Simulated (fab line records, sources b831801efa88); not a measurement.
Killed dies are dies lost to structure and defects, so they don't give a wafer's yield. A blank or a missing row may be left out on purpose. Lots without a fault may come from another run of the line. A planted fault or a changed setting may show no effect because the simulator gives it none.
Which tool did it? | flow gf180mcu | 13 lots, 39 wafers sampled, at 5 steps of a route of 602

WHAT THE GAUGES READ, wafer by wafer
GF_VT_IMPLANT_OVL_MEAS_18.
lot  | measured     | on         | VT_IMPLANT_01_OVL (nm)
L807 | day 6 05:27  | overlay-02 | 1.7 0.8 1.4
L808 | day 6 12:26  | overlay-02 | 0.2 2.0 1.3
L811 | day 7 07:24  | overlay-01 | 2.2 3.3 1.1
L814 | day 8 01:38  | overlay-02 | 2.2 1.0 0.9
L815 | day 8 09:12  | overlay-02 | 0.7 0.6 1.6
L816 | day 8 14:20  | overlay-02 | -0.9 -0.5 1.3
L817 | day 8 20:39  | overlay-01 | 2.7 1.0 1.8
L818 | day 9 05:37  | overlay-01 | 2.4 1.5 1.5
L821 | day 9 20:51  | overlay-01 | -1.4 1.2 0.5
L823 | day 10 10:31 | overlay-02 | 1.8 2.7 4.0
L825 | day 11 02:11 | overlay-01 | 1.2 2.5 0.1
L826 | day 11 07:24 | overlay-02 | 2.4 3.6 4.5
L828 | day 11 23:08 | overlay-02 | -0.6 -0.3 -1.2

GF_POLY_GATE_OVL_MEAS_11.
lot  | measured     | on         | POLY_GATE_OVL (nm)
L807 | day 9 04:50  | overlay-01 | 5 1 3
L808 | day 9 11:10  | overlay-01 | 6 4 2
L811 | day 10 09:13 | overlay-02 | 1 0 3
L814 | day 11 10:01 | overlay-02 | 0 -3 1
L815 | day 11 14:52 | overlay-01 | -4 -10 -9
L816 | day 11 18:17 | overlay-02 | -4 0 5
L817 | day 12 03:32 | overlay-01 | 5 -4 -4
L818 | day 12 13:14 | overlay-02 | -4 8 -6
L821 | day 13 04:19 | overlay-01 | -6 -4 1
L823 | day 13 22:38 | overlay-02 | -4 -2 -4
L825 | day 14 17:28 | overlay-02 | -6 -5 -2
L826 | day 14 20:49 | overlay-02 | 3 1 -6
L828 | day 15 15:07 | overlay-01 | 2 2 7

GF_HV_LDD_CD_MEAS_31: target cd 400 nm.
lot  | measured     | on        | cd_nm (nm)
L807 | day 11 12:25 | cd_sem-01 | 398.6 400.9 399.5
L808 | day 11 18:41 | cd_sem-02 | 401.7 401.9 401.8
L811 | day 12 22:53 | cd_sem-01 | 404.2 402.6 403.9
L814 | day 14 00:14 | cd_sem-01 | 400.1 400.9 400.5
L815 | day 14 05:02 | cd_sem-02 | 400.2 396.9 399.3
L816 | day 14 09:19 | cd_sem-02 | 399.3 400.5 400.0
L817 | day 14 19:29 | cd_sem-02 | 401.6 401.5 401.5
L818 | day 15 06:01 | cd_sem-02 | 400.5 402.4 401.1
L821 | day 15 22:35 | cd_sem-01 | 399.1 400.1 401.1
L823 | day 16 16:52 | cd_sem-01 | 399.7 399.7 399.2
L825 | day 17 13:23 | cd_sem-02 | 410.2 412.3 410.8
L826 | day 17 16:05 | cd_sem-02 | 416.4 414.8 415.3
L828 | day 18 13:54 | cd_sem-01 | 402.1 402.5 401.0

WHICH TOOL RAN EACH LOT (tool, then ch and the chambers of the sampled wafers, then the start)
lot  | GF_DUAL_GATE_STRIP_13                | GF_HV_LDD_EXPOSE_28
L807 | plasma_asher-04 ch 0,1, day 8 07:37  | iline_stepper-02 ch 0, day 11 02:56
L808 | plasma_asher-04 ch 0,1, day 8 14:55  | iline_stepper-02 ch 0, day 11 10:05
L811 | plasma_asher-03 ch 0,1, day 9 11:31  | iline_stepper-02 ch 0, day 12 12:49
L814 | plasma_asher-03 ch 0,1, day 10 09:22 | iline_stepper-01 ch 0, day 13 13:55
L815 | plasma_asher-03 ch 0,1, day 10 16:45 | iline_stepper-01 ch 0, day 13 19:23
L816 | plasma_asher-04 ch 0,1, day 10 20:40 | iline_stepper-01 ch 0, day 13 23:07
L817 | plasma_asher-03 ch 0,1, day 11 04:15 | iline_stepper-01 ch 0, day 14 08:41
L818 | plasma_asher-01 ch 0,1, day 11 13:54 | iline_stepper-02 ch 0, day 14 19:50
L821 | plasma_asher-01 ch 0,1, day 12 05:30 | iline_stepper-02 ch 0, day 15 11:15
L823 | plasma_asher-01 ch 0,1, day 12 22:22 | iline_stepper-01 ch 0, day 16 05:52
L825 | plasma_asher-01 ch 0,1, day 13 16:54 | iline_stepper-02 ch 0, day 17 02:19
L826 | plasma_asher-04 ch 0,1, day 13 21:47 | iline_stepper-02 ch 0, day 17 04:43
L828 | plasma_asher-01 ch 0,1, day 14 14:37 | iline_stepper-01 ch 0, day 18 02:29
- GF_DUAL_GATE_STRIP_13: strips in O2/N2.
- GF_HV_LDD_EXPOSE_28: exposes mask Nplus HV AREA, target cd 400 nm.

WHAT THE TOOLS THEMSELVES READ (means of the sampled wafers that have a number; where no wafer has one, the mark that the record gives instead)
GF_DUAL_GATE_STRIP_13.
lot  | tool            | drypump_motor_current_A (A) | heater_power_w (W) | oes_product_au (a.u.) | strip_time_to_endpoint_s (s)
L807 | plasma_asher-04 | 5.49                        | 302                | 0.716                 | 12.62
L808 | plasma_asher-04 | 5.51                        | 306                | 0.719                 | 12.58
L811 | plasma_asher-03 | 5.76                        | 334                | 0.719                 | 12.55
L814 | plasma_asher-03 | 5.75                        | 333                | 0.717                 | 12.63
L815 | plasma_asher-03 | 5.82                        | 336                | 0.714                 | 12.56
L816 | plasma_asher-04 | 5.49                        | 306                | 0.713                 | 12.61
L817 | plasma_asher-03 | 5.82                        | 337                | 0.719                 | 12.61
L818 | plasma_asher-01 | 5.86                        | 370                | 0.717                 | 12.63
L821 | plasma_asher-01 | 5.65                        | 361                | 0.715                 | 12.63
L823 | plasma_asher-01 | 5.88                        | 366                | 0.714                 | 12.59
L825 | plasma_asher-01 | 5.88                        | 368                | 0.715                 | 12.59
L826 | plasma_asher-04 | 5.62                        | 311                | 0.715                 | 12.55
L828 | plasma_asher-01 | 5.68                        | 363                | 0.720                 | 12.61

GF_HV_LDD_EXPOSE_28.
lot  | tool             | exposure_dose_mJ_cm2
L807 | iline_stepper-02 | 139.99
L808 | iline_stepper-02 | 139.99
L811 | iline_stepper-02 | 139.95
L814 | iline_stepper-01 | 139.93
L815 | iline_stepper-01 | 139.89
L816 | iline_stepper-01 | 140.06
L817 | iline_stepper-01 | 139.80
L818 | iline_stepper-02 | 139.99
L821 | iline_stepper-02 | 140.04
L823 | iline_stepper-01 | 140.09
L825 | iline_stepper-02 | 148.50
L826 | iline_stepper-02 | 148.40
L828 | iline_stepper-01 | 139.99

THE ANSWER, worked out from the rows above alone
Rule: what is usual is taken from the lots themselves. Put in order of their means at a reading, lots are off if they are a third of the lots or fewer, leave a main group of 4 or more, and stand apart from it by a gap of 3 or more times the standard deviation of the main group's means; of several such gaps the widest counts. A main group whose means are all the same, to the digits that the tables above print for the reading, isn't used. A lot without any number at a reading at which 4 lots or more have one is off too. The other lots that the step has rows for count as sound. The gauges are gone through in route order, then the tools' own readings, and for those a lot's mean is taken as printed above. The first step at which some lot is off is used, and at that step the reading that is off furthest; a lot without a number counts as furthest.
Off: L825, L826, at GF_HV_LDD_CD_MEAS_31 (cd_nm). The main group: mean 400.8 nm, standard deviation 1.3.
A tool fits if, at a process step before that reading, it ran every lot that is off, and no sound lot after the first of them. The gauges at GF_HV_LDD_CD_MEAS_31 aren't tried: what is off there is off at GF_HV_LDD_EXPOSE_28 too, on other tools, and a gauge's error can't cause that. One fits: iline_stepper-02 at GF_HV_LDD_EXPOSE_28. Its last sound lot is L821 (day 15 11:15), its first lot that is off L825 (day 17 02:19): a fault that began between those two fits.
The tool's own readings at GF_HV_LDD_EXPOSE_28 bear it out: on the lots that are off they differ by more than 5 times the standard deviation of the sound lots' means. exposure_dose_mJ_cm2 reads 148.45 there against 139.97 on the sound lots.

WHAT THE SIMULATOR HAD PUT IN
Process parameter drift: iline_stepper-02, from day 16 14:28 on, at GF_HV_LDD_EXPOSE_28. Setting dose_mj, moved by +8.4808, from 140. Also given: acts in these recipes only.
Lots struck among those shown: L825, L826. The rule above found the same.
